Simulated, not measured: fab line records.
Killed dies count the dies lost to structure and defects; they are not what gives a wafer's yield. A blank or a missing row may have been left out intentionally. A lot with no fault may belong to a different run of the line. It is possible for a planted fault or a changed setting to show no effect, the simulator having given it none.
fab line records	flow gf180mcu
record: lots: 24	wafers: 72	lastDay: 35
route steps=602 shown NWELL@53 M1@317 M2@363 MIM@523 M5@537
lots untouched by any fault: they come from a run of this same line in which no faults occurred
startH: start of the lot's first displayed wafer, in hours after the record's first day	waitH: hours since the lot's step before	" unchanged from the row above	L1.1+2: several wafers, shown together as one row	- no value, or no start given	* or withheld: withheld	< > ~ a bound
route shown NAME@n: names a module that has steps shown in the file, with the first one's number in the route	usual: mean/standard deviation of fault-free wafers	same: alike in all rows	chamber/n: place in a boat	sites: per-site readings	_std_site: the standard deviation of these	_edge_site: the outer-site mean with the inner-site mean subtracted	radiusMm: for every site, how far away it sits from the centre of the wafer	mask NAME#n: copy n	behind: the last tool/chamber to shape the wafer	hold: reason for holding the lot/hours on hold/outcome of the hold	device: the transistor (n, p or np) that didn't switch	end of line: the same wafers' tests at the end of the route	a step given without rows: its recipe and nothing more	killed: the dies lost at the first sort to structure and to defects; this is not the yield of the wafer	map: dies across one wafer; x = killed, . = not, _ = none there
set.NAME: the setting as run; set.NAME@STEP: as run at that earlier step	model.NAME: the simulator's own value behind a step, which no gauge read
steps of the route over a sample of lots; a table a step, a row a wafer
services: when a tool's chamber went out of use (startH, in hours from the record's first day, below 0 if earlier), for how many hours, and the reason
== steps ==
step: GF_NWELL_TW_MEAS_11
usual: NWELL_TW: 1584/11
lot.wafer	tool	chamber	startH	waitH	NWELL_TW
L074.2	filmMetro-01	-	64.73	0.1	1578
L074.3	"	-	"	"	1572
L074.4	"	-	"	"	1573
L075.4	filmMetro-04	-	65.18	0.1	1602
L075.5	"	-	"	"	1604
L075.6	"	-	"	"	1595
L076.1	filmMetro-03	-	70.86	0.1	1594
L076.2	"	-	"	"	1589
L076.3	"	-	"	"	1594
L077.1	filmMetro-04	-	79.30	0.1	1588
L077.2	"	-	"	"	1586
L077.4	"	-	"	"	1590
L078.2	filmMetro-04	-	80.96	0.1	1594
L078.4	"	-	"	"	1591
L078.6	"	-	"	"	1587
L079.1	filmMetro-03	-	87.50	0.1	1587
L079.3	"	-	"	"	1595
L079.4	"	-	"	"	1594
L080.1	filmMetro-01	-	91.60	0.1	1567
L080.2	"	-	"	"	1574
L080.5	"	-	"	"	1568
L081.1	filmMetro-03	-	97.05	0.1	1588
L081.5	"	-	"	"	1585
L081.6	"	-	"	"	1589
L082.2	filmMetro-03	-	100.97	0.1	1576
L082.5	"	-	"	"	1583
L082.6	"	-	"	"	1586
L083.2	filmMetro-04	-	107.87	0.1	1575
L083.4	"	-	"	"	1578
L083.5	"	-	"	"	1586
L084.2	filmMetro-04	-	112.32	0.1	1582
L084.4	"	-	"	"	1578
L084.5	"	-	"	"	1580
L085.2	filmMetro-01	-	117.17	0.1	1562
L085.3	"	-	"	"	1565
L085.6	"	-	"	"	1575
L086.2	filmMetro-04	-	122.26	0.1	1586
L086.4	"	-	"	"	1589
L086.6	"	-	"	"	1596
L087.1	filmMetro-04	-	129.00	0.1	1589
L087.3	"	-	"	"	1599
L087.4	"	-	"	"	1595
L088.1	filmMetro-04	-	134.16	0.1	1601
L088.3	"	-	"	"	1583
L088.4	"	-	"	"	1598
L089.1	filmMetro-04	-	137.91	0.1	1595
L089.2	"	-	"	"	1589
L089.5	"	-	"	"	1595
L090.4	filmMetro-03	-	144.93	0.1	1596
L090.5	"	-	"	"	1586
L090.6	"	-	"	"	1595
L091.1	filmMetro-03	-	150.50	0.1	1591
L091.3	"	-	"	"	1579
L091.6	"	-	"	"	1585
L092.3	filmMetro-04	-	156.88	0.1	1583
L092.4	"	-	"	"	1586
L092.6	"	-	"	"	1582
L093.1	filmMetro-01	-	160.46	0.1	1562
L093.3	"	-	"	"	1569
L093.4	"	-	"	"	1554
L094.1	filmMetro-04	-	167.10	0.1	1585
L094.2	"	-	"	"	1593
L094.3	"	-	"	"	1595
L095.1	filmMetro-03	-	171.56	0.1	1591
L095.3	"	-	"	"	1596
L095.6	"	-	"	"	1597
L096.2	filmMetro-03	-	178.22	0.1	1585
L096.4	"	-	"	"	1594
L096.5	"	-	"	"	1590
L097.3	filmMetro-01	-	184.63	0.1	1556
L097.5	"	-	"	"	1572
L097.6	"	-	"	"	1569
step: GF_M1_SPUTTER_02
recipe: material: AlCu	targetThkNm: 450	powerW: 10600	timeS: 23.9	chamberPressurePa: 0.4
usual: throttleValvePct: 29.5/1.2
lot.wafer	tool	chamber	startH	waitH	throttleValvePct
L074.2	pvdSputter-04	-	386.36	0.0	30.4
L074.3	"	-	"	"	30.1
L074.4	"	-	"	"	27.7
L075.4	pvdSputter-03	-	394.51	0.0	27.3
L075.5	"	-	"	"	28.8
L075.6	"	-	"	"	29.7
L076.1	pvdSputter-04	-	398.89	0.0	29.1
L076.2	"	-	"	"	30.4
L076.3	"	-	"	"	30.2
L077.1	pvdSputter-03	-	414.68	0.0	28.6
L077.2	"	-	"	"	29.9
L077.4	"	-	"	"	31.4
L078.2	pvdSputter-04	-	427.38	0.0	29.9
L078.4	"	-	"	"	29.2
L078.6	"	-	"	"	27.6
L079.1	pvdSputter-01	-	435.21	0.0	30.9
L079.3	"	-	"	"	28.8
L079.4	"	-	"	"	30.4
L080.1	pvdSputter-03	-	435.67	0.0	31.9
L080.2	"	-	"	"	27.4
L080.5	"	-	"	"	27.7
L081.1	pvdSputter-04	-	451.58	0.0	29.4
L081.5	"	-	"	"	29.8
L081.6	"	-	"	"	30.3
L082.2	pvdSputter-03	-	451.93	0.0	28.5
L082.5	"	-	"	"	29.6
L082.6	"	-	"	"	31.4
L083.2	pvdSputter-03	-	467.13	0.0	29.9
L083.4	"	-	"	"	31.5
L083.5	"	-	"	"	28.8
L084.2	pvdSputter-03	-	474.76	0.0	27.5
L084.4	"	-	"	"	28.9
L084.5	"	-	"	"	29.9
L085.2	pvdSputter-04	-	484.49	0.0	29.6
L085.3	"	-	"	"	27.4
L085.6	"	-	"	"	30.3
L086.2	pvdSputter-04	-	487.13	0.0	30.3
L086.4	"	-	"	"	30.3
L086.6	"	-	"	"	29.4
L087.1	pvdSputter-01	-	496.60	0.0	28.8
L087.3	"	-	"	"	30.3
L087.4	"	-	"	"	30.9
L088.1	pvdSputter-01	-	503.05	0.0	31.0
L088.3	"	-	"	"	30.3
L088.4	"	-	"	"	28.9
L089.1	pvdSputter-01	-	514.55	0.0	30.9
L089.2	"	-	"	"	30.4
L089.5	"	-	"	"	28.8
L090.4	pvdSputter-03	-	519.42	0.0	28.7
L090.5	"	-	"	"	31.5
L090.6	"	-	"	"	27.8
L091.1	pvdSputter-03	-	530.16	0.0	29.6
L091.3	"	-	"	"	27.7
L091.6	"	-	"	"	31.4
L092.3	pvdSputter-03	-	534.79	0.0	27.7
L092.4	"	-	"	"	29.4
L092.6	"	-	"	"	28.7
L093.1	pvdSputter-03	-	540.55	0.0	29.6
L093.3	"	-	"	"	28.7
L093.4	"	-	"	"	29.5
L094.1	pvdSputter-01	-	549.20	0.0	30.2
L094.2	"	-	"	"	28.9
L094.3	"	-	"	"	30.4
L095.1	pvdSputter-01	-	556.81	0.0	30.9
L095.3	"	-	"	"	29.1
L095.6	"	-	"	"	30.3
L096.2	pvdSputter-03	-	564.53	0.0	29.6
L096.4	"	-	"	"	27.7
L096.5	"	-	"	"	27.3
L097.3	pvdSputter-03	-	573.45	0.0	27.4
L097.5	"	-	"	"	29.0
L097.6	"	-	"	"	29.5
step: GF_M2_SPUTTER_01
recipe: material: TiN	targetThkNm: 30	powerW: 6500	timeS: 25	chamberPressurePa: 0.4
usual: throttleValvePct: 29.9/0.8
lot.wafer	tool	chamber	startH	waitH	throttleValvePct
L074.2	pvdSputter-01	-	438.08	0.1	30.4
L074.3	"	-	"	"	30.3
L074.4	"	-	"	"	28.7
L075.4	pvdSputter-04	-	447.57	0.1	29.3
L075.5	"	-	"	"	30.2
L075.6	"	-	"	"	29.2
L076.1	pvdSputter-01	-	451.43	0.1	30.4
L076.2	"	-	"	"	30.4
L076.3	"	-	"	"	30.9
L077.1	pvdSputter-02	-	467.40	0.1	30.0
L077.2	"	-	"	"	29.5
L077.4	"	-	"	"	30.1
L078.2	pvdSputter-04	-	480.18	0.1	27.6
L078.4	"	-	"	"	29.0
L078.6	"	-	"	"	30.0
L079.1	pvdSputter-01	-	487.73	0.1	28.9
L079.3	"	-	"	"	30.3
L079.4	"	-	"	"	30.5
L080.1	pvdSputter-02	-	488.18	0.1	29.7
L080.2	"	-	"	"	30.4
L080.5	"	-	"	"	30.2
L081.1	pvdSputter-04	-	504.53	0.1	27.3
L081.5	"	-	"	"	29.1
L081.6	"	-	"	"	29.7
L082.2	pvdSputter-02	-	504.88	0.1	29.8
L082.5	"	-	"	"	30.2
L082.6	"	-	"	"	30.0
L083.2	pvdSputter-04	-	518.48	0.1	30.2
L083.4	"	-	"	"	27.5
L083.5	"	-	"	"	30.0
L084.2	pvdSputter-01	-	525.30	0.1	30.8
L084.4	"	-	"	"	29.1
L084.5	"	-	"	"	31.1
L085.2	pvdSputter-02	-	535.47	0.1	29.9
L085.3	"	-	"	"	29.6
L085.6	"	-	"	"	29.9
L086.2	pvdSputter-02	-	537.92	0.1	30.3
L086.4	"	-	"	"	29.9
L086.6	"	-	"	"	29.5
L087.1	pvdSputter-01	-	546.08	0.1	29.0
L087.3	"	-	"	"	30.3
L087.4	"	-	"	"	31.0
L088.1	pvdSputter-02	-	552.83	0.1	29.7
L088.3	"	-	"	"	30.4
L088.4	"	-	"	"	29.9
L089.1	pvdSputter-01	-	564.20	0.1	30.5
L089.2	"	-	"	"	31.2
L089.5	"	-	"	"	31.4
L090.4	pvdSputter-01	-	568.58	0.1	30.2
L090.5	"	-	"	"	28.8
L090.6	"	-	"	"	30.5
L091.1	pvdSputter-02	-	576.53	0.1	30.1
L091.3	"	-	"	"	29.9
L091.6	"	-	"	"	30.2
L092.3	pvdSputter-01	-	580.98	0.1	30.2
L092.4	"	-	"	"	28.9
L092.6	"	-	"	"	30.5
L093.1	pvdSputter-02	-	584.81	0.1	30.4
L093.3	"	-	"	"	29.9
L093.4	"	-	"	"	29.4
L094.1	pvdSputter-02	-	594.01	0.1	29.9
L094.2	"	-	"	"	30.3
L094.3	"	-	"	"	29.6
L095.1	pvdSputter-01	-	600.87	0.1	29.0
L095.3	"	-	"	"	31.0
L095.6	"	-	"	"	31.0
L096.2	pvdSputter-02	-	608.33	0.1	30.0
L096.4	"	-	"	"	30.2
L096.5	"	-	"	"	30.3
L097.3	pvdSputter-02	-	618.32	0.1	29.8
L097.5	"	-	"	"	30.2
L097.6	"	-	"	"	30.0
step: GF_M2_SPUTTER_03
recipe: material: Ti	targetThkNm: 10	substrateTempC: 300	chamberPressurePa: 0.3	powerW: 3000	timeS: 6.7
usual: substrateTempC: 300.01/0.2	throttleValvePct: 29.9/0.76
lot.wafer	tool	chamber	startH	waitH	substrateTempC	throttleValvePct
L074.2	pvdSputter-01	-	438.14	0.0	300.05	30.3
L074.3	"	-	"	"	300.20	30.2
L074.4	"	-	"	"	299.96	29.0
L075.4	pvdSputter-04	-	447.63	0.0	300.36	28.9
L075.5	"	-	"	"	299.70	29.8
L075.6	"	-	"	"	300.14	29.3
L076.1	pvdSputter-01	-	451.49	0.0	300.04	30.4
L076.2	"	-	"	"	299.95	30.6
L076.3	"	-	"	"	300.18	30.9
L077.1	pvdSputter-02	-	467.46	0.0	300.03	30.0
L077.2	"	-	"	"	299.77	29.8
L077.4	"	-	"	"	300.27	30.0
L078.2	pvdSputter-04	-	480.24	0.0	299.88	27.7
L078.4	"	-	"	"	300.32	29.0
L078.6	"	-	"	"	300.07	30.0
L079.1	pvdSputter-01	-	487.79	0.0	299.86	29.1
L079.3	"	-	"	"	300.03	30.3
L079.4	"	-	"	"	299.98	30.5
L080.1	pvdSputter-02	-	488.24	0.0	299.67	30.1
L080.2	"	-	"	"	300.05	30.2
L080.5	"	-	"	"	300.33	30.4
L081.1	pvdSputter-04	-	504.59	0.0	299.82	27.8
L081.5	"	-	"	"	299.95	29.2
L081.6	"	-	"	"	299.92	30.1
L082.2	pvdSputter-02	-	504.94	0.0	299.92	29.6
L082.5	"	-	"	"	299.79	30.2
L082.6	"	-	"	"	299.82	30.3
L083.2	pvdSputter-04	-	518.54	0.0	300.21	29.9
L083.4	"	-	"	"	300.07	27.6
L083.5	"	-	"	"	300.10	29.8
L084.2	pvdSputter-01	-	525.36	0.0	299.87	30.8
L084.4	"	-	"	"	299.66	29.2
L084.5	"	-	"	"	299.93	31.3
L085.2	pvdSputter-02	-	535.53	0.0	300.27	30.1
L085.3	"	-	"	"	299.82	29.7
L085.6	"	-	"	"	299.89	30.0
L086.2	pvdSputter-02	-	537.98	0.0	299.82	30.2
L086.4	"	-	"	"	299.82	30.1
L086.6	"	-	"	"	299.66	29.7
L087.1	pvdSputter-01	-	546.14	0.0	299.91	28.9
L087.3	"	-	"	"	300.09	30.2
L087.4	"	-	"	"	300.00	31.2
L088.1	pvdSputter-02	-	552.89	0.0	299.97	29.9
L088.3	"	-	"	"	299.96	30.2
L088.4	"	-	"	"	299.98	30.1
L089.1	pvdSputter-01	-	564.26	0.0	299.89	30.6
L089.2	"	-	"	"	299.95	31.2
L089.5	"	-	"	"	299.94	31.1
L090.4	pvdSputter-01	-	568.64	0.0	299.79	30.4
L090.5	"	-	"	"	299.84	29.0
L090.6	"	-	"	"	300.05	30.3
L091.1	pvdSputter-02	-	576.59	0.0	300.44	30.2
L091.3	"	-	"	"	299.97	30.0
L091.6	"	-	"	"	300.13	30.4
L092.3	pvdSputter-01	-	581.04	0.0	299.99	30.1
L092.4	"	-	"	"	299.82	28.9
L092.6	"	-	"	"	300.57	30.2
L093.1	pvdSputter-02	-	584.87	0.0	299.79	30.3
L093.3	"	-	"	"	300.08	29.9
L093.4	"	-	"	"	300.02	29.7
L094.1	pvdSputter-02	-	594.07	0.0	300.29	29.9
L094.2	"	-	"	"	300.30	30.2
L094.3	"	-	"	"	300.38	29.6
L095.1	pvdSputter-01	-	600.93	0.0	300.34	29.3
L095.3	"	-	"	"	300.16	31.2
L095.6	"	-	"	"	300.40	31.4
L096.2	pvdSputter-02	-	608.39	0.0	300.03	30.0
L096.4	"	-	"	"	300.04	30.2
L096.5	"	-	"	"	299.84	30.6
L097.3	pvdSputter-02	-	618.38	0.0	300.10	30.0
L097.5	"	-	"	"	299.69	30.6
L097.6	"	-	"	"	299.89	30.0
step: GF_MIM_STRIP_20
recipe: chemistry: O2/N2	powerW: 1400	pressureMtorr: 1500	platenTempC: 250	o2FlowSccm: 3000	n2FlowSccm: 300	overashFraction: 0.5
usual: drypumpMotorCurrentA: 5.7/0.53	heaterPowerW: 327/14	oesProductAu: 0.692/0.0048	stripTimeToEndpointS: 11.22/0.046
lot.wafer	tool	chamber	startH	waitH	drypumpMotorCurrentA	heaterPowerW	oesProductAu	rfHoursCounterH	stripTimeToEndpointS
L074.2	plasmaAsher-02	0	608.11	0.1	5.7	323	0.690	52	11.24
L074.3	"	1	"	"	5.1	347	0.698	-	11.23
L074.4	"	0	"	"	5.7	327	0.688	-	11.22
L075.4	plasmaAsher-03	0	618.04	0.1	6.2	334	0.695	-	11.21
L075.5	"	0	"	"	6.2	316	0.699	-	11.22
L075.6	"	1	"	"	5.2	319	0.689	-	11.21
L076.1	plasmaAsher-03	1	618.31	0.1	5.2	310	0.695	86	11.23
L076.2	"	0	"	"	6.2	337	0.697	86	11.26
L076.3	"	0	"	"	6.2	323	0.683	-	11.23
L077.1	plasmaAsher-02	0	633.39	0.0	5.7	331	0.693	54	11.27
L077.2	"	1	"	"	5.1	341	0.703	54	11.25
L077.4	"	0	"	"	5.7	314	0.701	-	11.24
L078.2	plasmaAsher-04	0	644.04	0.0	6.1	348	0.687	102	11.27
L078.4	"	0	"	"	6.1	345	0.697	-	11.21
L078.6	"	0	"	"	6.1	344	0.687	-	11.22
L079.1	plasmaAsher-02	0	648.94	0.0	5.6	320	0.699	56	11.32
L079.3	"	1	"	"	5.1	349	0.695	-	11.30
L079.4	"	0	"	"	5.6	325	0.689	-	11.28
L080.1	plasmaAsher-03	0	649.24	0.0	6.2	326	0.690	90	11.20
L080.2	"	1	"	"	5.2	308	0.697	90	11.22
L080.5	"	0	"	"	6.2	317	0.689	-	11.25
L081.1	plasmaAsher-03	1	664.41	0.1	5.2	317	0.689	91	11.25
L081.5	"	0	"	"	6.2	340	0.691	-	11.26
L081.6	"	1	"	"	5.2	320	0.696	-	11.24
L082.2	plasmaAsher-04	0	664.84	0.0	6.1	345	0.697	104	11.30
L082.5	"	0	"	"	6.1	357	0.704	-	11.36
L082.6	"	1	"	"	6.7	323	0.698	-	11.30
L083.2	plasmaAsher-03	0	676.54	0.0	6.2	337	0.690	93	11.21
L083.4	"	0	"	"	6.2	334	0.687	-	11.17
L083.5	"	0	"	"	6.2	327	0.697	-	11.18
L084.2	plasmaAsher-03	1	680.49	0.0	5.2	306	0.693	93	11.24
L084.4	"	0	"	"	6.2	329	0.688	-	11.21
L084.5	"	1	"	"	5.2	314	0.688	-	11.21
L085.2	plasmaAsher-02	0	691.31	0.1	5.7	326	0.693	60	11.16
L085.3	"	1	"	"	5.1	343	0.694	-	11.23
L085.6	"	1	"	"	5.1	336	0.695	-	11.18
L086.2	plasmaAsher-04	1	691.54	0.0	6.7	319	0.695	107	11.20
L086.4	"	1	"	"	6.7	315	0.691	-	11.21
L086.6	"	1	"	"	6.7	320	0.685	-	11.21
L087.1	plasmaAsher-03	1	700.32	0.0	5.2	308	0.699	95	11.23
L087.3	"	1	"	"	5.2	310	0.685	-	11.19
L087.4	"	0	"	"	6.2	326	0.693	-	11.25
L088.1	plasmaAsher-02	1	703.54	0.0	5.1	336	0.696	61	11.21
L088.3	"	0	"	"	5.7	320	0.694	-	11.20
L088.4	"	1	"	"	5.1	337	0.684	-	11.21
L089.1	plasmaAsher-02	1	712.69	0.0	5.1	338	0.693	62	11.24
L089.2	"	0	"	"	5.6	317	0.697	62	11.18
L089.5	"	0	"	"	5.6	322	0.699	-	11.21
L090.4	plasmaAsher-02	0	719.02	0.1	5.7	321	0.687	-	11.19
L090.5	"	1	"	"	5.1	346	0.694	-	11.14
L090.6	"	0	"	"	5.6	329	0.689	-	11.14
L091.1	plasmaAsher-02	1	727.07	0.0	5.1	336	0.691	64	11.17
L091.3	"	0	"	"	5.6	323	0.693	-	11.18
L091.6	"	0	"	"	5.7	322	0.688	-	11.17
L092.3	plasmaAsher-04	0	729.97	0.1	6.1	362	0.682	-	11.11
L092.4	"	1	"	"	6.7	316	0.691	-	11.18
L092.6	"	1	"	"	6.7	320	0.687	-	11.14
L093.1	plasmaAsher-03	0	733.44	0.0	6.2	323	0.693	99	11.22
L093.3	"	0	"	"	6.2	328	0.696	-	11.17
L093.4	"	1	"	"	5.2	307	0.690	-	11.21
L094.1	plasmaAsher-03	1	740.32	0.0	5.2	308	0.692	100	11.30
L094.2	"	0	"	"	6.2	327	0.686	100	11.28
L094.3	"	1	"	"	5.3	310	0.691	-	11.30
L095.1	plasmaAsher-03	1	747.68	0.0	5.2	304	0.692	100	11.26
L095.3	"	1	"	"	5.2	312	0.694	-	11.23
L095.6	"	0	"	"	6.2	321	0.686	-	11.22
L096.2	plasmaAsher-03	1	752.28	0.0	5.2	311	0.685	101	11.21
L096.4	"	1	"	"	5.2	312	0.695	-	11.23
L096.5	"	0	"	"	6.2	332	0.699	-	11.24
L097.3	plasmaAsher-04	0	761.67	0.1	6.1	343	0.692	-	11.19
L097.5	"	0	"	"	6.1	341	0.693	-	11.25
L097.6	"	1	"	"	6.6	339	0.696	-	11.20
step: GF_M5_STRIP_11
recipe: chemistry: O2/N2	powerW: 1400	pressureMtorr: 1500	platenTempC: 250	o2FlowSccm: 3000	n2FlowSccm: 300	overashFraction: 0.5
usual: drypumpMotorCurrentA: 5.5/0.4	heaterPowerW: 326/10	oesProductAu: 0.544/0.0052	stripTimeToEndpointS: 7.55/0.043
lot.wafer	tool	chamber	startH	waitH	drypumpMotorCurrentA	heaterPowerW	oesProductAu	rfHoursCounterH	stripTimeToEndpointS
L074.2	plasmaAsher-03	1	629.61	0.1	5.2	311	0.538	88	7.51
L074.3	"	0	"	"	6.2	332	0.537	-	7.54
L074.4	"	1	"	"	5.2	306	0.542	-	7.51
L075.4	plasmaAsher-03	0	639.39	0.1	6.2	339	0.548	-	7.54
L075.5	"	1	"	"	5.2	307	0.543	-	7.52
L075.6	"	0	"	"	6.2	323	0.541	-	7.54
L076.1	plasmaAsher-02	1	639.41	0.1	5.1	340	0.535	55	7.56
L076.2	"	0	"	"	5.6	325	0.539	55	7.54
L076.3	"	1	"	"	5.1	342	0.547	-	7.56
L077.1	plasmaAsher-01	1	654.16	0.1	5.9	325	0.543	22	7.63
L077.2	"	0	"	"	5.2	325	0.550	22	7.63
L077.4	"	1	"	"	5.9	334	0.549	-	7.62
L078.2	plasmaAsher-01	1	664.28	0.1	5.9	323	0.549	23	7.58
L078.4	"	1	"	"	5.9	324	0.540	-	7.55
L078.6	"	0	"	"	5.2	333	0.543	-	7.54
L079.1	plasmaAsher-03	0	669.92	0.2	6.2	328	0.552	92	7.57
L079.3	"	1	"	"	5.2	310	0.540	-	7.57
L079.4	"	0	"	"	6.2	321	0.538	-	7.53
L080.1	plasmaAsher-02	1	670.16	0.1	5.1	338	0.538	58	7.56
L080.2	"	0	"	"	5.6	327	0.547	58	7.53
L080.5	"	1	"	"	5.1	338	0.543	-	7.56
L081.1	plasmaAsher-02	0	684.42	0.2	5.7	315	0.541	59	7.47
L081.5	"	0	"	"	5.7	319	0.544	-	7.47
L081.6	"	1	"	"	5.1	340	0.552	-	7.48
L082.2	plasmaAsher-03	1	685.16	0.1	5.2	322	0.539	94	7.57
L082.5	"	1	"	"	5.2	312	0.543	-	7.55
L082.6	"	0	"	"	6.2	321	0.554	-	7.57
L083.2	plasmaAsher-03	0	696.27	0.1	6.2	331	0.538	95	7.52
L083.4	"	0	"	"	6.2	329	0.540	-	7.58
L083.5	"	1	"	"	5.2	314	0.545	-	7.52
L084.2	plasmaAsher-02	1	700.86	0.1	5.1	337	0.541	61	7.47
L084.4	"	1	"	"	5.1	339	0.541	-	7.49
L084.5	"	1	"	"	5.1	340	0.541	-	7.45
L085.2	plasmaAsher-02	0	710.78	0.1	5.6	319	0.538	62	7.50
L085.3	"	0	"	"	5.7	321	0.545	-	7.51
L085.6	"	0	"	"	5.6	324	0.547	-	7.57
L086.2	plasmaAsher-02	0	711.77	0.1	5.7	325	0.537	62	7.54
L086.4	"	1	"	"	5.1	350	0.541	-	7.53
L086.6	"	0	"	"	5.7	320	0.539	-	7.59
L087.1	plasmaAsher-01	1	720.10	0.1	5.9	322	0.540	29	7.48
L087.3	"	0	"	"	5.2	327	0.547	-	7.51
L087.4	"	1	"	"	5.9	318	0.534	-	7.49
L088.1	plasmaAsher-01	0	721.71	0.1	5.2	335	0.547	29	7.51
L088.3	"	0	"	"	5.2	325	0.550	-	7.52
L088.4	"	1	"	"	5.9	316	0.540	-	7.47
L089.1	plasmaAsher-02	0	731.31	0.1	5.6	322	0.547	64	7.51
L089.2	"	1	"	"	5.1	338	0.536	64	7.50
L089.5	"	1	"	"	5.1	339	0.550	-	7.54
L090.4	plasmaAsher-03	1	737.99	0.1	5.2	314	0.545	-	7.58
L090.5	"	1	"	"	5.2	303	0.544	-	7.57
L090.6	"	0	"	"	6.2	324	0.551	-	7.59
L091.1	plasmaAsher-03	0	746.07	0.2	6.2	334	0.551	100	7.58
L091.3	"	1	"	"	5.2	315	0.551	-	7.61
L091.6	"	1	"	"	5.2	312	0.544	-	7.57
L092.3	plasmaAsher-03	1	748.40	0.1	5.2	306	0.548	-	7.57
L092.4	"	0	"	"	6.3	333	0.550	-	7.60
L092.6	"	0	"	"	6.2	317	0.555	-	7.58
L093.1	plasmaAsher-02	1	751.66	0.1	5.1	340	0.540	66	7.56
L093.3	"	1	"	"	5.1	337	0.547	-	7.59
L093.4	"	0	"	"	5.6	319	0.542	-	7.58
L094.1	plasmaAsher-02	0	757.52	0.2	5.7	315	0.550	67	7.59
L094.2	"	1	"	"	5.1	339	0.546	67	7.58
L094.3	"	1	"	"	5.1	335	0.540	-	7.55
L095.1	plasmaAsher-01	1	765.62	0.1	5.9	325	0.541	34	7.55
L095.3	"	1	"	"	5.9	327	0.545	-	7.55
L095.6	"	1	"	"	5.9	318	0.544	-	7.58
L096.2	plasmaAsher-01	1	770.32	0.1	5.9	331	0.541	35	7.55
L096.4	"	1	"	"	5.9	325	0.544	-	7.58
L096.5	"	0	"	"	5.2	325	0.541	-	7.58
L097.3	plasmaAsher-02	1	778.89	0.1	5.1	337	0.548	-	7.52
L097.5	"	0	"	"	5.7	326	0.545	-	7.51
L097.6	"	1	"	"	5.1	336	0.546	-	7.48
== services ==
tool	chamber	startH	hours	kind
pvdSputter-04	-	363.58	10.2	repair
plasmaAsher-01	-	377.63	0.5	repair
pvdSputter-03	-	382.89	10.0	repair
plasmaAsher-01	-	421.25	9.0	pm
pvdSputter-04	-	469.47	1.9	repair
plasmaAsher-01	-	481.89	3.3	repair
pvdSputter-04	-	528.36	100.4	repair
pvdSputter-01	-	539.03	2.9	repair
plasmaAsher-02	-	544.55	0.4	repair
plasmaAsher-01	-	568.80	6.6	repair
plasmaAsher-03	-	592.21	4.8	repair
pvdSputter-01	-	593.55	0.6	repair
pvdSputter-03	-	602.32	6.1	repair
pvdSputter-04	-	619.01	0.9	repair
plasmaAsher-01	-	627.73	2.0	repair
pvdSputter-02	-	632.31	5.7	repair
pvdSputter-03	-	650.60	0.7	repair
pvdSputter-01	-	662.82	0.5	repair
pvdSputter-01	-	697.10	1.8	repair
plasmaAsher-01	-	713.11	1.2	repair
plasmaAsher-03	-	741.51	3.3	repair
plasmaAsher-02	-	761.75	12.1	pm
plasmaAsher-01	-	774.63	3.2	repair
plasmaAsher-03	-	777.49	2.8	pm
== key ==
fault none
